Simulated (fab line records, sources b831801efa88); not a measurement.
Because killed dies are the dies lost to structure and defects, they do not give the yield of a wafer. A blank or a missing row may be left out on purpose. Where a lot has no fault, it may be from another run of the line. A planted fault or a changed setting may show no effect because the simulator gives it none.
fab line records	flow sfq-line
[record] lots = 5	wafers = 15	last-day = 94
route steps=325 shown M8@316
lots untouched by any fault: they come from a run of this same line in which no faults occurred
start-h: start of the lot's first displayed wafer, in hours after the record's first day	wait-h: time in hours since the lot's previous step	" same as the row above	L1.1+2: several wafers, shown together as one row	- no value, or no start given	* or withheld: withheld	< > ~ a bound
route shown NAME@n: names a module that has steps shown in the file, with the first one's number in the route	usual: the fault-free wafers' mean and standard deviation	same: alike in all rows	chamber/n: place in a boat	sites: readings site by site	_std_site: standard deviation across them	_edge_site: the outer-site mean with the inner-site mean subtracted	radius-mm: for every site, how far away it sits from the centre of the wafer	mask NAME#n: copy n	behind: the last tool/chamber to shape the wafer	hold: why the lot was held/for how many hours/how that ended	device: the n, p or np transistor that did not switch	end of line: tests run on the same wafers once the route is complete	where a step has no rows: the recipe by itself	killed: dies that structure and defects cost at the first sort, which is not the same as the wafer's yield	map: a wafer's dies, marking killed ones x, the rest . and places with no die _
set.NAME: setting as actually run; set.NAME@STEP: the setting as run at that earlier step	model.NAME: the simulator's own value behind a step, which no gauge read
lots at some steps of the route; a table a step, a row a wafer
services: from which hour (start-h, from the record's first day; less than 0 if before it) a tool's chamber was out of use, for how many hours, and why
[[steps]]
[step SFQ_TRILAYER_M8_LITHO_PEB_196]
[recipe] peb-temp-c = 115	peb-time-s = 60	resist = KrF
[usual] resist-line-temp-C = 22.99/0.1
lot.wafer	tool	chamber	start-h	wait-h	resist-line-temp-C
L074.1	litho-track-04	0	1908.77	1.0	23.04
L074.5	"	0	"	"	22.96
L074.6	"	0	"	"	23.01
L075.1	litho-track-04	0	1985.32	1.0	22.85
L075.2	"	0	"	"	22.66
L075.5	"	0	"	"	22.86
L080.1	litho-track-04	0	2091.02	1.0	22.93
L080.2	"	0	"	"	22.97
L080.3	"	0	"	"	23.03
L082.2	litho-track-04	0	2106.64	0.8	23.07
L082.3	"	0	"	"	23.13
L082.6	"	0	"	"	23.07
L095.1	litho-track-04	0	2265.01	1.0	23.05
L095.5	"	0	"	"	23.19
L095.6	"	0	"	"	23.09
[step SFQ_TRILAYER_M8_LITHO_DEVELOP_195]
[recipe] img-clear-s = 15	time-s = 55	resist = KrF
[usual] resist-line-temp-C = 23.00/0.11
lot.wafer	tool	chamber	start-h	wait-h	resist-line-temp-C
L074.1	litho-track-04	0	1908.92	0.1	23.14
L074.5	"	0	"	"	22.98
L074.6	"	0	"	"	23.15
L075.1	litho-track-04	0	1985.47	0.1	23.13
L075.2	"	0	"	"	22.94
L075.5	"	0	"	"	23.07
L080.1	litho-track-04	0	2091.17	0.1	22.93
L080.2	"	0	"	"	23.16
L080.3	"	0	"	"	23.01
L082.2	litho-track-04	0	2106.79	0.1	22.90
L082.3	"	0	"	"	22.93
L082.6	"	0	"	"	22.96
L095.1	litho-track-04	0	2265.16	0.1	22.94
L095.5	"	0	"	"	22.88
L095.6	"	0	"	"	22.98
[step SFQ_M8_OVL_MEAS_948]
[usual] M8_OVL = -1/6.7
lot.wafer	tool	chamber	start-h	wait-h	M8_OVL[nm]
L074.1	overlay-02	-	1909.06	0.1	-6
L074.5	"	-	"	"	-3
L074.6	"	-	"	"	-3
L075.1	overlay-02	-	1985.62	0.1	6
L075.2	"	-	"	"	1
L075.5	"	-	"	"	5
L080.1	overlay-01	-	2091.31	0.1	-5
L080.2	"	-	"	"	1
L080.3	"	-	"	"	-3
L082.2	overlay-01	-	2106.91	0.1	-1
L082.3	"	-	"	"	1
L082.6	"	-	"	"	1
L095.1	overlay-01	-	2265.30	0.1	-2
L095.5	"	-	"	"	-3
L095.6	"	-	"	"	-3
[step SFQ_TRILAYER_M8_DEP_EVAP_197]
[recipe] material = Ti	angular-spread-deg = 1	target-thk-nm = 20	time-s = 100	power-w = 2000
lot.wafer	tool	chamber	start-h	wait-h
L074.1+5+6	pvd-sputter-01	-	1909.10	0.0
L075.1+2+5	pvd-sputter-02	-	1985.65	0.0
L080.1+2+3	pvd-sputter-01	-	2091.34	0.0
L082.2+3+6	pvd-sputter-01	-	2106.94	0.0
L095.1+5+6	pvd-sputter-02	-	2265.33	0.0
[step SFQ_TRILAYER_M8_DEP_EVAP_198]
[recipe] material = Pt	angular-spread-deg = 1	target-thk-nm = 50	time-s = 250	power-w = 2000
lot.wafer	tool	chamber	start-h	wait-h
L074.1+5+6	pvd-sputter-01	-	1909.17	0.0
L075.1+2+5	pvd-sputter-02	-	1985.72	0.0
L080.1+2+3	pvd-sputter-01	-	2091.42	0.0
L082.2+3+6	pvd-sputter-01	-	2107.02	0.0
L095.1+5+6	pvd-sputter-02	-	2265.41	0.0
[step SFQ_TRILAYER_M8_DEP_EVAP_196]
[recipe] material = Au	angular-spread-deg = 1	target-thk-nm = 180	time-s = 900	power-w = 2000
lot.wafer	tool	chamber	start-h	wait-h
L074.1+5+6	pvd-sputter-01	-	1909.33	0.1
L075.1+2+5	pvd-sputter-02	-	1985.88	0.1
L080.1+2+3	pvd-sputter-01	-	2091.57	0.1
L082.2+3+6	pvd-sputter-01	-	2107.17	0.1
L095.1+5+6	pvd-sputter-02	-	2266.96	1.5
[step SFQ_M8_RS_MEAS_949]
[recipe] thk-meas-gauge = four-point-probe	reads = Au_of_TRILAYER_M8_DEP_EVAP_196+Pt_of_TRILAYER_M8_DEP_EVAP_198+Ti_of_TRILAYER_M8_DEP_EVAP_197
[usual] M8_AU_RS = 0.1534/0.0018
lot.wafer	tool	chamber	start-h	wait-h	M8_AU_RS[ohm/sq]
L074.1	film-metro-04	-	1909.85	0.3	0.1515
L074.5	"	-	"	"	0.1528
L074.6	"	-	"	"	0.1537
L075.1	film-metro-04	-	1986.40	0.3	0.1540
L075.2	"	-	"	"	0.1535
L075.5	"	-	"	"	0.1523
L080.1	film-metro-04	-	2092.09	0.3	0.1504
L080.2	"	-	"	"	0.1521
L080.3	"	-	"	"	0.1517
L082.2	film-metro-03	-	2107.71	0.3	0.1495
L082.3	"	-	"	"	0.1525
L082.6	"	-	"	"	0.1513
L095.1	film-metro-01	-	2267.47	0.3	0.1522
L095.5	"	-	"	"	0.1517
L095.6	"	-	"	"	0.1518
[step SFQ_M8_THK_MEAS_950]
[recipe] thk-meas-gauge = xrf	reads = Au_of_TRILAYER_M8_DEP_EVAP_196
[usual] M8_AU_THK = 175.4/2.3
lot.wafer	tool	chamber	start-h	wait-h	M8_AU_THK[nm]
L074.1	film-metro-04	-	1909.97	0.1	179.4
L074.5	"	-	"	"	177.2
L074.6	"	-	"	"	176.5
L075.1	film-metro-04	-	1986.52	0.1	175.5
L075.2	"	-	"	"	176.4
L075.5	"	-	"	"	178.2
L080.1	film-metro-04	-	2092.21	0.1	179.9
L080.2	"	-	"	"	176.5
L080.3	"	-	"	"	177.4
L082.2	film-metro-03	-	2107.82	0.1	181.9
L082.3	"	-	"	"	178.7
L082.6	"	-	"	"	179.9
L095.1	film-metro-01	-	2267.59	0.1	175.6
L095.5	"	-	"	"	175.3
L095.6	"	-	"	"	176.0
[step SFQ_TRILAYER_M8_LIFTOFF_LIFTOFF_197]
[recipe] temp-c = 80	time-s = 600	chemistry = NMP
lot.wafer	tool	chamber	start-h	wait-h
L074.1+5+6	wet-bench-02	1,6,2	1910.03	0.1
L075.1+2+5	wet-bench-03	5,2,3	1986.58	0.1
L080.1+2+3	wet-bench-03	1,2,0	2092.27	0.1
L082.2+3+6	wet-bench-02	0,6,3	2107.87	0.0
L095.1+5+6	wet-bench-03	4,1,6	2267.65	0.1
[step SFQ_M8_BOW_MEAS_951]
[recipe] mode = bow
[usual] M8_BOW = 8/12
lot.wafer	tool	chamber	start-h	wait-h	M8_BOW[um]
L074.1	film-metro-01	-	1910.20	0.0	0
L074.5	"	-	"	"	-2
L074.6	"	-	"	"	5
L075.1	film-metro-03	-	1986.75	0.0	-7
L075.2	"	-	"	"	7
L075.5	"	-	"	"	-17
L080.1	film-metro-03	-	2092.46	0.0	33
L080.2	"	-	"	"	16
L080.3	"	-	"	"	23
L082.2	film-metro-03	-	2108.06	0.0	18
L082.3	"	-	"	"	20
L082.6	"	-	"	"	6
L095.1	film-metro-03	-	2267.83	0.0	14
L095.5	"	-	"	"	23
L095.6	"	-	"	"	16
[[services]]
tool	chamber	start-h	hours	kind
wet-bench-03	-	1921.10	3.8	repair
pvd-sputter-01	-	1922.71	4.1	repair
pvd-sputter-02	-	2021.37	9.7	repair
pvd-sputter-01	2	2043.19	-	consumable-replace:kit
pvd-sputter-01	2	2043.19	18.0	scheduled-down
pvd-sputter-01	2	2043.19	18.0	vent-cycle
pvd-sputter-01	-	2051.60	4.5	repair
pvd-sputter-02	-	2055.10	1.6	repair
pvd-sputter-02	-	2072.61	1.9	repair
pvd-sputter-02	-	2113.07	0.6	repair
pvd-sputter-02	3	2126.88	-	consumable-replace:kit
pvd-sputter-02	3	2126.88	18.0	scheduled-down
pvd-sputter-02	3	2126.88	18.0	vent-cycle
pvd-sputter-02	-	2154.62	6.3	repair
wet-bench-02	-	2178.41	5.9	repair
pvd-sputter-01	-	2256.92	5.2	repair
[[key]]
fault none
